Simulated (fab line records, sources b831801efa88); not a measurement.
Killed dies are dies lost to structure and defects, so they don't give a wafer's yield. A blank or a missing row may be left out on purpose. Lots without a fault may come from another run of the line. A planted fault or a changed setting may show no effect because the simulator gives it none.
A struck lot beside a sound one | flow gf180mcu | 40 steps out of a route of 602
Sound: wafers L329.4, L329.5, L329.6. Struck: wafers L319.1, L319.2, L319.5. The cause comes at the end.
At each step with rows: each side's tool, then ch and its chambers, then its first start. Under that, the readings that differ: sound wafers | struck wafers | difference of the means | sigmas: that difference in standard deviations of wafers without a fault.
alike: readings whose means differ by less than 2 such deviations, and words and numbers that are the same on both sides. not compared: withheld readings, readings that some wafer has no value for, bounds like >300 that may hide the same value, and numbers for which the record gives no deviation and whose values overlap.
The two part at a step that has a row with sigmas, a row that says differs or no value, or rows on one side only. Numbers that don't overlap but have no deviation are shown without sigmas and don't part them. A reading that every wafer of one side lacks parts them only if that side has two wafers or more.

first, 1 step without rows for these wafers: GF_HV_LDD_DEVELOP_06 (develop time 60 s).
GF_HV_LDD_CD_MEAS_07: target cd 400 nm.
  sound on cd_sem-01, day 14 14:38; struck on cd_sem-02, day 11 14:13
  alike: cd_nm
GF_HV_LDD_OVL_MEAS_08:
  sound on overlay-02, day 14 14:43; struck on overlay-02, day 11 14:20
  alike: HV_LDD_OVL
then, 1 step without rows for these wafers: GF_HV_LDD_IMPLANT_09.
GF_HV_LDD_STRIP_10: strips in O2/N2.
  sound on plasma_asher-01 ch 0,1, day 14 14:55; struck on plasma_asher-04 ch 0,1, day 11 14:32
  alike: drypump_motor_current_A, heater_power_w, oes_product_au, strip_time_to_endpoint_s
  not compared: rf_hours_counter_h
GF_HV_LDD_TW_MEAS_11:
  sound on film_metro-03, day 14 15:01; struck on film_metro-01, day 11 14:38
  reading   | sound          | struck         | difference | sigmas
  HV_LDD_TW | 2465 2463 2466 | 2389 2401 2397 | -69        | -2
then, 6 steps without rows for these wafers: GF_HV_LDD_DEHYDRATE_12 (time 60 s); GF_HV_LDD_HMDS_13 (prime time 60 s); GF_HV_LDD_COAT_14 (resist thk 1000 nm); GF_HV_LDD_SOFTBAKE_15 (time 60 s); GF_HV_LDD_EXPOSE_16 (exposes mask Pplus LV AREA, target cd 400 nm); GF_HV_LDD_PEB_17.
GF_HV_LDD_DEVELOP_18: develop time 60 s.
  sound on litho_track-04 ch 0, day 15 12:00; struck on litho_track-02 ch 0, day 12 09:32
GF_HV_LDD_OVL_MEAS_20:
  sound on overlay-01, day 15 12:13; struck on overlay-02, day 12 09:49
  alike: HV_LDD_01_OVL
then, 1 step without rows for these wafers: GF_HV_LDD_IMPLANT_21.
GF_HV_LDD_STRIP_22: strips in O2/N2.
  sound on plasma_asher-01 ch 0,1, day 15 12:25; struck on plasma_asher-01 ch 0,1, day 12 09:59
  alike: drypump_motor_current_A, heater_power_w, oes_product_au, strip_time_to_endpoint_s
  not compared: rf_hours_counter_h
GF_HV_LDD_TW_MEAS_23:
  sound on film_metro-01, day 15 12:31; struck on film_metro-01, day 12 10:05
  alike: HV_LDD_2_TW
then, 7 steps without rows for these wafers: GF_HV_LDD_DEHYDRATE_24 (time 60 s); GF_HV_LDD_HMDS_25 (prime time 60 s); GF_HV_LDD_COAT_26 (resist thk 1000 nm); GF_HV_LDD_SOFTBAKE_27 (time 60 s); GF_HV_LDD_EXPOSE_28 (exposes mask Nplus HV AREA, target cd 400 nm); GF_HV_LDD_PEB_29; GF_HV_LDD_DEVELOP_30 (develop time 60 s).
GF_HV_LDD_OVL_MEAS_32:
  sound on overlay-01, day 16 09:49; struck on overlay-02, day 13 05:26
  alike: HV_LDD_02_OVL
then, 4 steps without rows for these wafers: GF_HV_LDD_IMPLANT_33; GF_HV_LDD_IMPLANT_34; GF_HV_LDD_IMPLANT_35; GF_HV_LDD_IMPLANT_36.
GF_HV_LDD_STRIP_37: strips in O2/N2.
  sound on plasma_asher-03 ch 0,1, day 16 10:28; struck on plasma_asher-03 ch 0,1, day 13 06:05
  alike: drypump_motor_current_A, heater_power_w, oes_product_au, strip_time_to_endpoint_s
  not compared: rf_hours_counter_h
GF_HV_LDD_TW_MEAS_38:
  sound on film_metro-03, day 16 10:34; struck on film_metro-01, day 13 06:11
  reading     | sound          | struck         | difference | sigmas
  HV_LDD_3_TW | 1462 1451 1466 | 1421 1424 1427 | -36        | -2
then, 7 steps without rows for these wafers: GF_HV_LDD_DEHYDRATE_39 (time 60 s); GF_HV_LDD_HMDS_40 (prime time 60 s); GF_HV_LDD_COAT_41 (resist thk 1000 nm); GF_HV_LDD_SOFTBAKE_42 (time 60 s); GF_HV_LDD_EXPOSE_43 (exposes mask Pplus HV AREA, target cd 400 nm); GF_HV_LDD_PEB_44; GF_HV_LDD_DEVELOP_45 (develop time 60 s).
GF_HV_LDD_OVL_MEAS_47:
  sound on overlay-01, day 17 09:22; struck on overlay-01, day 14 03:13
  reading            | sound          | struck      | difference | sigmas
  HV_LDD_03_OVL (nm) | -1.6 -0.7 -1.9 | 2.4 2.8 2.9 | +4.1       | +2
-- the record jumps here: 16 days lie between the struck wafers' starts before and after (it left off in module HV_LDD and takes up again in module PASSIVATION, whose first step shown is number 602 of the route) --
GF_PASSIVATION_PROBE_99:
  the record has rows for the struck wafers here (prober-02, day 30 13:29) and none for the sound ones

WHERE THEY PART
First at GF_HV_LDD_TW_MEAS_11; last, within this record, at GF_PASSIVATION_PROBE_99.

WHY: what the simulator had put in
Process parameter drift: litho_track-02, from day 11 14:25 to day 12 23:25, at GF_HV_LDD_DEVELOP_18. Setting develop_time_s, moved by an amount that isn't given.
